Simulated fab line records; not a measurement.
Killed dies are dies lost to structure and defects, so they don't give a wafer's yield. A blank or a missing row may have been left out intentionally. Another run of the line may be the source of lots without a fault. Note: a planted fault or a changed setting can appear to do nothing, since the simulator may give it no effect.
Comparing a struck lot with a sound one ; flow sky130 ; 44 steps out of a route of 708
Sound: wafers L637.1, L637.3, L637.5. Struck: wafers L642.1, L642.4. (L642.6 of the same lot was not struck and is left out.) The cause comes at the end.
Per side, at each step with rows, come the tool, then ch with its chambers, and then its first start. Under that, the readings that differ: sound wafers ; struck wafers ; difference of the means ; sigmas: that difference in standard deviations of wafers without a fault.
alike: readings with means less than 2 such deviations apart, plus words and numbers identical on both sides. not compared: withheld readings, readings lacking a value on some wafer, bounds such as >300 that could conceal the same value, and numbers that have no deviation in the record and whose values overlap.
A row with sigmas, a row that says differs or no value, or rows on one side alone: a step with any of these is where the two part. Non-overlapping numbers with no deviation appear without sigmas and do not part them. A reading missing from all wafers of one side parts the sides only when that side holds two or more wafers.

first, 4 steps without rows for these wafers: SKY_VIA2_CLEAN_18 (cleans in IPA, time 180 s); SKY_VIA2_CLEAN_19 (cleans in O3/DIW); SKY_VIA2_SPUTTER_20 (material TiN, target thk 20 nm, time 80 s); SKY_VIA2_CVD_21 (deposits W, target thk 420 nm, time 126.4 s).
SKY_VIA2_RS_MEAS_22: measurement is done with a four-point probe.
  struck on film-metro-02, day 40 03:55; sound on film-metro-02, day 38 14:19
  alike: VIA2_W_RS
SKY_VIA2_THK_MEAS_23: measures by xrf.
  struck on film-metro-02, day 40 04:02; sound on film-metro-02, day 38 14:26
  alike: VIA2_W_THK
SKY_VIA2_CMP_24: polishes, stops on SiO2, t overpolish 20 s, target thk 0 nm.
  sound on cmp-02 ch 0,1,2, day 38 14:36; struck on cmp-01 ch 1,3, day 40 04:09
  alike: head-pressure-psi, motor-current-A, overpolish-run-s, time-to-endpoint-s
SKY_METAL3_SPUTTER_00: material Ti, target thk 15 nm, time 10 s.
  struck on pvd-sputter-03, day 40 04:24; sound on pvd-sputter-01, day 38 14:48
  alike: throttle-valve-pct
SKY_METAL3_SPUTTER_01: material TiN, target thk 20 nm, time 16.7 s.
  struck on pvd-sputter-03, day 40 04:26; sound on pvd-sputter-01, day 38 14:50
  alike: throttle-valve-pct
then, 1 step without rows for these wafers: SKY_METAL3_SPUTTER_02 (material AlCu, target thk 735 nm, time 39.1 s).
SKY_METAL3_SPUTTER_03: material Ti, target thk 5 nm, time 3.3 s.
  struck on pvd-sputter-03, day 40 04:29; sound on pvd-sputter-01, day 38 14:53
  alike: throttle-valve-pct
then, 1 step without rows for these wafers: SKY_METAL3_SPUTTER_04 (material TiN, target thk 70 nm, time 58.3 s).
SKY_CAPM_CVD_00: deposits SiO2, target thk 15.5 nm.
  sound on pecvd-04 ch 0,1,2, day 38 14:58; struck on pecvd-04 ch 0, day 40 04:34
reading;sound;struck;difference;sigmas
model.SiO2_of_CAPM_CVD_00.thk-nm (nm);15.15 15.29 15.71;13.88 14.09;-1.40;
  alike: heater-power-w
SKY_CAPM_THK_MEAS_01:
  struck on film-metro-01, day 40 04:35; sound on film-metro-02, day 38 14:59
reading;sound;struck;difference;sigmas
CAPM_CVD_00_THK (nm);15.17 15.25 15.73;13.86 14.10;-1.40;-6
then, 1 step without rows for these wafers: SKY_CAPM_SPUTTER_02 (material TiN, target thk 200 nm, time 166.7 s).
SKY_CAPM_RS_MEAS_03: measurement is done with a four-point probe.
  struck on film-metro-04, day 40 04:45; sound on film-metro-01, day 38 15:09
  alike: CAPM_TIN_RS
SKY_CAPM_THK_MEAS_04: measures by xrf.
  struck on film-metro-04, day 40 04:52; sound on film-metro-01, day 38 15:16
  alike: CAPM_TIN_THK
then, 7 steps without rows for these wafers: SKY_CAPM_DEHYDRATE_05 (time 60 s); SKY_CAPM_HMDS_06 (prime time 60 s); SKY_CAPM_COAT_07 (resist thk 1140 nm); SKY_CAPM_SOFTBAKE_08 (time 60 s); SKY_CAPM_EXPOSE_09 (exposes mask CAPM, target cd 1000 nm); SKY_CAPM_PEB_10; SKY_CAPM_DEVELOP_11 (develop time 60 s).
SKY_CAPM_OVL_MEAS_12:
  struck on overlay-01, day 41 04:40; sound on overlay-02, day 39 15:31
  alike: CAPM_OVL
then, 13 steps without rows for these wafers: SKY_CAPM_METAL_ETCH_13 (etches TiN in Cl2/BCl3, stops on SiO2, target depth 220 nm, time 62.9 s); SKY_CAPM_STRIP_14 (strips in O2/N2); SKY_CAPM_STRIP_15 (strips in post etch residue remover, time 1200 s); SKY_CAPM_CLEAN_16 (cleans in IPA, time 180 s); SKY_CAPM_CLEAN_17 (cleans in O3/DIW); SKY_METAL3_DEHYDRATE_05 (time 60 s); SKY_METAL3_HMDS_06 (prime time 60 s); SKY_METAL3_COAT_07 (resist thk 60 nm); SKY_METAL3_COAT_08 (resist thk 1140 nm); SKY_METAL3_SOFTBAKE_09 (time 90 s); SKY_METAL3_EXPOSE_10 (exposes mask MM3, target cd 300 nm); SKY_METAL3_PEB_11; SKY_METAL3_DEVELOP_12 (develop time 60 s).
SKY_METAL3_CD_MEAS_13: the cd target is 300 nm.
  struck on cd-sem-02, day 42 04:46; sound on cd-sem-01, day 40 16:19
  alike: cd-nm
SKY_METAL3_OVL_MEAS_14:
  struck on overlay-01, day 42 04:53; sound on overlay-02, day 40 16:26
  alike: METAL3_OVL
SKY_METAL3_DESCUM_15: chemistry O2, time 8 s.
  sound on rie-metal-02 ch 1, day 40 16:28; struck on rie-metal-02 ch 0, day 42 04:55
reading;sound;struck;difference;sigmas
drypump-motor-current-A (A);5.0 5.0 5.0;5.7 5.7;+0.7;+2
  alike: oes-product-au
  not compared: rf-hours-counter-h
SKY_METAL3_ETCH_16: etches BARC in N2/H2, stops on SiO2, time 92.27 s, target depth 60 nm.
  sound on rie-metal-02 ch 1, day 40 16:30; struck on rie-metal-02 ch 0, day 42 04:57
reading;sound;struck;difference;sigmas
drypump-motor-current-A (A);5.0 5.0 5.0;5.7 5.7;+0.7;+2
model.SiO2_of_CAPM_CVD_00.thk-nm (nm);14.97 15.11 15.53;13.71 13.92;-1.39;
  alike: oes-product-au, throttle-valve-pct
  not compared: rf-hours-counter-h
SKY_METAL3_ETCH_17: etches SiO2 in C4F8/O2/Ar, stops on TiN, time 3.9 s, target depth 15 nm.
  sound on rie-diel-02 ch 1,2,3, day 40 16:36; struck on rie-diel-04 ch 0,3, day 42 05:03
reading;sound;struck;difference;sigmas
oes-product-au (a.u.);0.744 0.739 0.754;0.704 0.720;-0.034;-4
  not compared: rf-hours-counter-h
-- the record jumps here: 7 days lie between the struck wafers' starts before and after (it left off in module METAL3 and takes up again in module PAD_OPEN, whose first step shown is number 708 of the route) --
SKY_PAD_OPEN_PROBE_99:
  struck on prober-02, day 48 18:36; sound on prober-01, day 47 12:48
reading;sound;struck;difference;sigmas
sort_bin_8_speed (%);0 1.4 7.9;0.4 0.2;-2.8;-3
model.etest.cap-mim.bv-v (V);13.62 14.07 14.26;12.12 12.79;-1.53;
model.etest.cap-mim.leak-log10-a-cm2;-9.096 -8.771 -9.281;-8.477 -8.645;+0.488;
model.etest.cap-mim.c-ff-um2;2.407 2.373 2.31;2.611 2.58;+0.232;
  alike: defect-limited-yield, killed_at_M0_to_M3, killed_at_M4_up, killed-at-contacts, killed-at-front-end, killed-at-other, killed-dies, killed-open, killed-short, sort_bin_3_pad_short, sort_bin_5_function, sort_bin_6_memory, sort-n-pass, sort-yield-pct

WHERE THEY PART
Earliest at SKY_CAPM_THK_MEAS_01; latest, in this record, at SKY_PAD_OPEN_PROBE_99.

WHY: what the simulator had put in
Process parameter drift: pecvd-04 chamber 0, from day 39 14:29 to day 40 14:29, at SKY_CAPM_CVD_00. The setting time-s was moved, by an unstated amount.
